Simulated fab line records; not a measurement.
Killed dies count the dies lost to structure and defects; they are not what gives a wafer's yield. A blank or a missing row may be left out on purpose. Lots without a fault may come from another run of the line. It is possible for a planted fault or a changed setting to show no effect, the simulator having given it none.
fab line records	flow sky130
record: lots: 12	wafers: 36	last_day: 50
route steps=708 shown POLY_CUT@318 SD_P@331 SD_N@356 RES_XHIGH@360 PAD_OPEN@708
lots that met no fault: from a run of the same line without faults
start_h: start of the lot's first displayed wafer, in hours after the record's first day	wait_h: hours since the lot's step before	" unchanged from the row above	L1.1+2: one row covering several wafers at once	- no value, or no start given	* or withheld: withheld	< > ~ a bound
route shown NAME@n: NAME is a module with steps in the file, n the number in the route of the first one	usual: mean/standard deviation taken from wafers without a fault	same: alike in all rows	chamber/n: place in a boat	sites: readings site by site	_std_site: how widely they spread, as a standard deviation	_edge_site: the outer-site mean with the inner-site mean subtracted	radius_mm: how far each site lies from the wafer's centre	mask NAME#n: copy n	behind: the most recent tool/chamber to have shaped the wafer	hold: what put the lot on hold/how long, in hours/how the hold closed	device: which transistor (n, p or np) failed to switch	end of line: the tests these same wafers got at the end of their route	a step with no rows: only its recipe	killed: not the wafer's yield, but the dies lost to structure and defects at the first sort	map: dies across one wafer; x = killed, . = not, _ = none there
set.NAME: setting as actually run; set.NAME@STEP: the setting as run at that earlier step	model.NAME: the simulator's own value behind a step, which no gauge read
route steps across a sampled set of lots; one table per step, one row per wafer
services: from which hour (start_h, from the record's first day; less than 0 if before it) a tool's chamber was out of use, for how many hours, and why
== steps ==
step: SKY_POLY_CUT_ETCH_11
recipe: target: Si3N4	chemistry: CF4/CH2F2/Ar	stop_on: poly-Si	source_w: 600	bias_w: 150	pressure_mtorr: 40	cf4_flow_sccm: 40	ch2f2_flow_sccm: 20	Ar_flow_sccm: 150	time_s: 42.5	target_depth_a: 600
usual: drypump_motor_current_A: 5.6/0.48	oes_product_au: 0.828/0.0075	throttle_valve_pct: 14.993/0.0095
lot.wafer	tool	chamber	start_h	wait_h	drypump_motor_current_A	oes_product_au	rf_hours_counter_h	throttle_valve_pct
L337.1	rie_diel-04	1	584.04	0.0	5.5	0.830	8	14.991
L337.2	"	3	"	"	4.9	0.837	30	14.988
L337.3	"	2	"	"	6.2	0.831	6	14.987
L340.3	rie_diel-04	0	599.98	0.0	5.8	0.821	59	14.992
L340.5	"	1	"	"	5.5	0.824	-	15.004
L340.6	"	0	"	"	5.8	0.833	-	14.999
L342.2	rie_diel-03	1	619.63	0.0	4.9	0.838	1	14.985
L342.3	"	0	"	"	5.8	0.847	2	14.999
L342.6	"	0	"	"	5.8	0.841	-	14.992
L341.3	rie_diel-04	2	621.31	0.0	6.2	0.831	7	15.001
L341.4	"	0	"	"	5.8	0.818	60	14.978
L341.6	"	3	"	"	4.9	0.829	-	14.992
L343.2	rie_diel-04	3	622.62	0.0	4.9	0.832	31	14.988
L343.5	"	3	"	"	4.9	0.830	-	14.980
L343.6	"	2	"	"	6.2	0.831	-	14.978
L346.1	rie_diel-04	3	653.64	0.0	4.9	0.822	32	14.982
L346.2	"	2	"	"	6.2	0.824	7	15.000
L346.3	"	1	"	"	5.5	0.826	10	14.987
L353.2	rie_diel-03	2	709.91	0.0	5.9	0.828	9	14.989
L353.5	"	2	"	"	5.9	0.812	-	14.999
L353.6	"	3	"	"	5.3	0.834	-	14.991
L354.2	rie_diel-04	3	712.04	0.0	4.9	0.839	33	14.997
L354.3	"	2	"	"	6.2	0.840	9	15.004
L354.6	"	3	"	"	4.9	0.831	-	14.983
L355.2	rie_diel-04	0	723.18	0.0	5.8	0.826	1	14.999
L355.3	"	2	"	"	6.2	0.831	9	14.989
L355.4	"	1	"	"	5.5	0.832	12	14.986
L356.2	rie_diel-04	1	729.76	0.0	5.5	0.817	12	14.978
L356.5	"	2	"	"	6.2	0.823	-	14.999
L356.6	"	3	"	"	4.9	0.823	-	14.987
L357.4	rie_diel-04	2	734.94	0.0	6.2	0.810	10	14.996
L357.5	"	3	"	"	4.9	0.816	-	14.988
L357.6	"	0	"	"	5.8	0.807	-	15.001
L358.1	rie_diel-04	1	740.18	0.0	5.5	0.833	12	14.970
L358.3	"	3	"	"	4.9	0.842	34	14.994
L358.6	"	0	"	"	5.8	0.837	-	14.996
step: SKY_SD_P_TW_MEAS_11
usual: SD_P_TW: 2791/17
lot.wafer	tool	chamber	start_h	wait_h	SD_P_TW
L337.1	film_metro-04	-	613.50	0.1	2802
L337.2	"	-	"	"	2799
L337.3	"	-	"	"	2795
L340.3	film_metro-03	-	629.58	0.1	2755
L340.5	"	-	"	"	2780
L340.6	"	-	"	"	2767
L342.2	film_metro-01	-	648.92	0.1	2792
L342.3	"	-	"	"	2791
L342.6	"	-	"	"	2803
L341.3	film_metro-01	-	650.43	0.1	2799
L341.4	"	-	"	"	2809
L341.6	"	-	"	"	2811
L343.2	film_metro-04	-	651.32	0.1	2803
L343.5	"	-	"	"	2801
L343.6	"	-	"	"	2803
L346.1	film_metro-04	-	682.48	0.1	2782
L346.2	"	-	"	"	2770
L346.3	"	-	"	"	2780
L353.2	film_metro-03	-	738.52	0.1	2763
L353.5	"	-	"	"	2767
L353.6	"	-	"	"	2787
L354.2	film_metro-03	-	739.75	0.1	2770
L354.3	"	-	"	"	2749
L354.6	"	-	"	"	2763
L355.2	film_metro-01	-	751.67	0.1	2796
L355.3	"	-	"	"	2790
L355.4	"	-	"	"	2795
L356.2	film_metro-03	-	757.71	0.1	2778
L356.5	"	-	"	"	2786
L356.6	"	-	"	"	2787
L357.4	film_metro-03	-	761.67	0.1	2767
L357.5	"	-	"	"	2774
L357.6	"	-	"	"	2778
L358.1	film_metro-03	-	767.79	0.1	2774
L358.3	"	-	"	"	2779
L358.6	"	-	"	"	2765
step: SKY_SD_N_RTA_14
recipe: temp_c: 1075	time_s: 2	idle_temp_c: 650	ramp_up_c_per_s: 150	ramp_down_c_per_s: 90	ambient: N2
usual: lamp_power_pct: 15.74/0.05	wafer_temp_C_max: 1077.9/1.2
lot.wafer	tool	chamber	start_h	wait_h	lamp_power_pct	wafer_temp_C_max
L337.1	rtp_anneal-01	0	671.06	0.0	15.75	1078.7
L337.2	"	0	"	"	15.74	1078.4
L337.3	"	0	"	"	15.75	1076.6
L340.3	rtp_anneal-01	0	686.94	0.0	15.79	1076.8
L340.5	"	0	"	"	15.74	1077.0
L340.6	"	0	"	"	15.76	1078.8
L342.2	rtp_anneal-02	0	706.07	0.0	16.74	1124.4
L342.3	"	0	"	"	16.80	1125.9
L342.6	"	0	"	"	16.84	1126.5
L341.3	rtp_anneal-01	0	708.88	0.0	15.62	1078.8
L341.4	"	0	"	"	15.73	1079.1
L341.6	"	0	"	"	15.73	1079.0
L343.2	rtp_anneal-02	0	709.17	0.0	16.77	1127.5
L343.5	"	0	"	"	16.75	1124.7
L343.6	"	0	"	"	16.75	1125.7
L346.1	rtp_anneal-01	0	739.89	0.0	15.74	1076.9
L346.2	"	0	"	"	15.75	1078.8
L346.3	"	0	"	"	15.60	1078.3
L353.2	rtp_anneal-02	0	792.82	0.0	15.79	1077.3
L353.5	"	0	"	"	15.67	1078.2
L353.6	"	0	"	"	15.75	1078.8
L354.2	rtp_anneal-01	0	793.72	0.0	15.67	1078.2
L354.3	"	0	"	"	15.70	1076.6
L354.6	"	0	"	"	15.74	1079.7
L355.2	rtp_anneal-02	0	805.62	0.0	15.76	1078.1
L355.3	"	0	"	"	15.81	1077.9
L355.4	"	0	"	"	15.71	1076.6
L356.2	rtp_anneal-02	0	811.03	0.0	15.78	1074.5
L356.5	"	0	"	"	15.76	1077.1
L356.6	"	0	"	"	15.67	1077.1
L357.4	rtp_anneal-01	0	814.65	0.0	15.83	1077.7
L357.5	"	0	"	"	15.76	1078.2
L357.6	"	0	"	"	15.77	1079.9
L358.1	rtp_anneal-02	0	821.03	0.0	15.76	1077.2
L358.3	"	0	"	"	15.67	1080.3
L358.6	"	0	"	"	15.77	1079.8
step: SKY_SD_N_RS_MEAS_16
recipe: thk_meas_gauge: four-point-probe
usual: SD_N_RS: 68.56/0.11
lot.wafer	tool	chamber	start_h	wait_h	hold	SD_N_RS[ohm/sq]
L337.1	film_metro-03	-	671.24	0.1	-	68.51
L337.2	"	-	"	"	-	68.59
L337.3	"	-	"	"	-	68.36
L340.3	film_metro-03	-	687.14	0.1	-	68.54
L340.5	"	-	"	"	-	68.56
L340.6	"	-	"	"	-	68.57
L342.2	film_metro-01	-	706.26	0.1	await_dispo/0.2h/release	59.66
L342.3	"	-	"	"	await_dispo/0.2h/release	59.39
L342.6	"	-	"	"	await_dispo/0.2h/release	59.53
L342.2	film_metro-01	-	706.62	0.3	-	59.47
L342.3	"	-	"	"	-	59.70
L342.6	"	-	"	"	-	59.59
L341.3	film_metro-01	-	709.07	0.1	-	68.71
L341.4	"	-	"	"	-	68.72
L341.6	"	-	"	"	-	68.57
L343.2	film_metro-04	-	709.35	0.1	await_dispo/0.2h/release	59.67
L343.5	"	-	"	"	await_dispo/0.2h/release	59.80
L343.6	"	-	"	"	await_dispo/0.2h/release	59.74
L343.2	film_metro-04	-	709.71	0.3	-	59.77
L343.5	"	-	"	"	-	59.70
L343.6	"	-	"	"	-	59.65
L346.1	film_metro-03	-	740.07	0.1	-	68.56
L346.2	"	-	"	"	-	68.60
L346.3	"	-	"	"	-	68.48
L353.2	film_metro-04	-	793.01	0.1	-	68.52
L353.5	"	-	"	"	-	68.60
L353.6	"	-	"	"	-	68.46
L354.2	film_metro-04	-	793.90	0.1	-	68.60
L354.3	"	-	"	"	-	68.55
L354.6	"	-	"	"	-	68.55
L355.2	film_metro-01	-	805.80	0.1	-	68.67
L355.3	"	-	"	"	-	68.77
L355.4	"	-	"	"	-	68.67
L356.2	film_metro-01	-	811.22	0.1	-	68.56
L356.5	"	-	"	"	-	68.65
L356.6	"	-	"	"	-	68.66
L357.4	film_metro-03	-	814.86	0.1	-	68.49
L357.5	"	-	"	"	-	68.69
L357.6	"	-	"	"	-	68.66
L358.1	film_metro-04	-	821.20	0.1	-	68.61
L358.3	"	-	"	"	-	68.67
L358.6	"	-	"	"	-	68.62
step: SKY_SD_N_RS_MEAS_18
recipe: thk_meas_gauge: four-point-probe
usual: RES_XHIGH_RS: 333.1/1.1
lot.wafer	tool	chamber	start_h	wait_h	RES_XHIGH_RS[ohm/sq]
L337.1	film_metro-03	-	671.48	0.1	331.4
L337.2	"	-	"	"	332.7
L337.3	"	-	"	"	330.4
L340.3	film_metro-03	-	687.38	0.1	333.5
L340.5	"	-	"	"	332.4
L340.6	"	-	"	"	333.9
L341.3	film_metro-01	-	709.31	0.1	332.6
L341.4	"	-	"	"	332.6
L341.6	"	-	"	"	332.0
L346.1	film_metro-03	-	740.31	0.1	331.5
L346.2	"	-	"	"	332.9
L346.3	"	-	"	"	332.3
L353.2	film_metro-04	-	793.25	0.1	331.6
L353.5	"	-	"	"	331.8
L353.6	"	-	"	"	332.1
L354.2	film_metro-04	-	794.14	0.1	333.1
L354.3	"	-	"	"	333.7
L354.6	"	-	"	"	333.2
L355.2	film_metro-01	-	806.04	0.1	332.9
L355.3	"	-	"	"	332.9
L355.4	"	-	"	"	333.8
L356.2	film_metro-01	-	811.46	0.1	334.7
L356.5	"	-	"	"	333.2
L356.6	"	-	"	"	332.5
L357.4	film_metro-03	-	815.10	0.1	332.4
L357.5	"	-	"	"	333.8
L357.6	"	-	"	"	332.4
L358.1	film_metro-04	-	821.44	0.1	334.2
L358.3	"	-	"	"	332.8
L358.6	"	-	"	"	332.7
step: SKY_PAD_OPEN_PROBE_99
usual: defect_limited_yield: 82.4/2	killed_at_M0_to_M3: 42/6.8	killed_at_M4_up: 3.4/1.8	killed_at_contacts: 25/5.7	killed_at_front_end: 16/4.8	killed_at_other: 0.2/0.39	killed_dies: 87/9.6	killed_open: 47/6.9	killed_short: 40/6.3	sort_bin_3_pad_short: 0.9/0.45	sort_bin_5_function: 10.4/1.5	sort_bin_6_memory: 6.3/1.1	sort_n_pass: 405/9.6	sort_yield_pct: 82.4/2
same: gross_dies: 492	killed_at_back_side: 0	sort_bin_4_leakage[%]: 0	sort_bin_8_speed[%]: 0
lot.wafer	tool	chamber	start_h	wait_h	defect_limited_yield[%]	killed_at_M0_to_M3	killed_at_M4_up	killed_at_contacts	killed_at_front_end	killed_at_other	killed_dies	killed_open	killed_short	sort_bin_3_pad_short[%]	sort_bin_5_function[%]	sort_bin_6_memory[%]	sort_n_pass	sort_yield_pct[%]
L337.1	prober-02	-	1094.03	0.1	83.3	37	3	25	17	0	82	39	43	0.6	8.7	7.3	410	83.3
L337.2	prober-02	-	1094.08	0.1	80.5	44	3	32	17	0	96	43	53	2.6	10.4	6.5	396	80.5
L337.3	prober-02	-	1094.13	0.2	78.3	45	9	27	26	0	107	58	49	1.4	14.0	6.3	385	78.3
L356.2	prober-02	-	1189.52	0.1	81.9	37	5	31	16	0	89	41	48	0.6	10.4	7.1	403	81.9
L356.5	prober-02	-	1189.67	0.2	79.5	49	4	22	26	0	101	53	48	1.4	10.4	8.7	391	79.5
L356.6	prober-02	-	1189.72	0.2	84.8	34	4	27	9	1	75	45	30	0.4	9.3	5.5	417	84.8
killed by level:class
L337.1 CONTACT:geometric_particle:open=8 METAL1:geometric_particle:short=8 LI_CONTACT:geometric_particle:open=7 VIA1:geometric_particle:open=7 VIA3:geometric_particle:open=7 CONTACT:geometric_particle:short=5 FIELD_ISO:geometric_particle:short=4 FIELD_ISO:geometric_particle:open=4
L337.2 CONTACT:geometric_particle:open=13 METAL1:geometric_particle:short=9 VIA1:geometric_particle:open=8 FIELD_ISO:geometric_particle:short=7 LI_CONTACT:geometric_particle:open=7 CONTACT:geometric_particle:short=5 VIA2:geometric_particle:open=5 VIA1:geometric_particle:short=4
L337.3 CONTACT:geometric_particle:open=11 VIA1:geometric_particle:open=10 FIELD_ISO:geometric_particle:short=6 FIELD_ISO:geometric_particle:open=6 POLY_GATE:geometric_particle:open=6 VIA2:geometric_particle:open=6 METAL1:geometric_particle:short=6 METAL4:geometric_particle:short=6
L356.2 VIA1:geometric_particle:open=9 LI_CONTACT:geometric_particle:open=8 LOCAL_INTERCONNECT:geometric_particle:short=8 POLY_GATE:geometric_particle:short=6 METAL1:geometric_particle:short=6 METAL2:geometric_particle:short=6 LI_CONTACT:geometric_particle:short=5 CONTACT:geometric_particle:open=5
L356.5 VIA1:geometric_particle:open=13 FIELD_ISO:geometric_particle:short=7 FIELD_ISO:geometric_particle:open=7 LI_CONTACT:geometric_particle:open=7 METAL2:geometric_particle:short=6 VIA3:geometric_particle:short=6 POLY_GATE:geometric_particle:open=5 VIA3:geometric_particle:open=5
L356.6 CONTACT:geometric_particle:open=12 LI_CONTACT:geometric_particle:open=10 VIA3:geometric_particle:open=6 VIA1:geometric_particle:open=5 METAL1:geometric_particle:short=4 METAL2:geometric_particle:short=4 VIA2:geometric_particle:short=4 VIA2:geometric_particle:open=3
== services ==
tool	chamber	start_h	hours	kind
rie_diel-04	-	563.53	1.1	repair
rie_diel-03	0	575.07	8.2	repair
rie_diel-03	1	625.42	7.7	repair
rie_diel-03	1	637.27	28.4	repair
rie_diel-04	0	672.66	-	clean
rie_diel-04	0	672.66	23.1	scheduled_down
rie_diel-04	0	672.66	23.1	vent_cycle
rie_diel-04	0	709.65	5.2	repair
rie_diel-03	0	712.52	48.8	repair
rtp_anneal-01	-	714.91	1.9	pm
rie_diel-03	-	718.32	15.6	pm
rie_diel-04	3	745.40	1.2	repair
rie_diel-03	2	747.35	16.1	repair
rie_diel-04	-	747.67	2.8	pm
rie_diel-03	3	763.47	-	clean
rie_diel-03	3	763.47	18.4	scheduled_down
rie_diel-03	3	763.47	18.4	vent_cycle
rie_diel-03	-	780.35	2.8	pm
rie_diel-03	1	789.45	10.2	repair
rie_diel-03	-	799.24	0.5	repair
rtp_anneal-01	-	805.80	7.5	pm
rie_diel-04	3	820.16	-	clean
rie_diel-04	3	820.16	17.2	scheduled_down
rie_diel-04	3	820.16	17.2	vent_cycle
== key ==
first_sign: step: SKY_SD_N_RTA_14	reading: wafer_temp_C_max	direction: up	sigmas: 40	usual: *	struck: *
effect: step: SKY_SD_N_RTA_14	reading: lamp_power_pct	direction: up	sigmas: 21	usual: 15.74	struck: 16.78
effect: step: SKY_SD_N_RS_MEAS_16	reading: visit	direction: added
effect: step: SKY_SD_N_RS_MEAS_16	reading: SD_N_RS	direction: down	sigmas: 85	usual: 68.56	struck: 59.63
met_at SKY_SD_N_RTA_14
struck_lots L342,L343
scrapped_behind SKY_SD_N_RS_MEAS_16 L342.2,L342.3,L342.6,L343.2,L343.5,L343.6
not_acting_at SKY_POLY_CUT_ETCH_11,SKY_SD_P_TW_MEAS_11,SKY_SD_N_RS_MEAS_18
fault: kind: process_parameter_drift	tool: rtp_anneal-02	chamber: -	onset_h: 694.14	steps: SKY_SD_N_RTA_14	channel: temp_c	offset: *	shape: step	end_h: 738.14	acts_in: *	stated: *
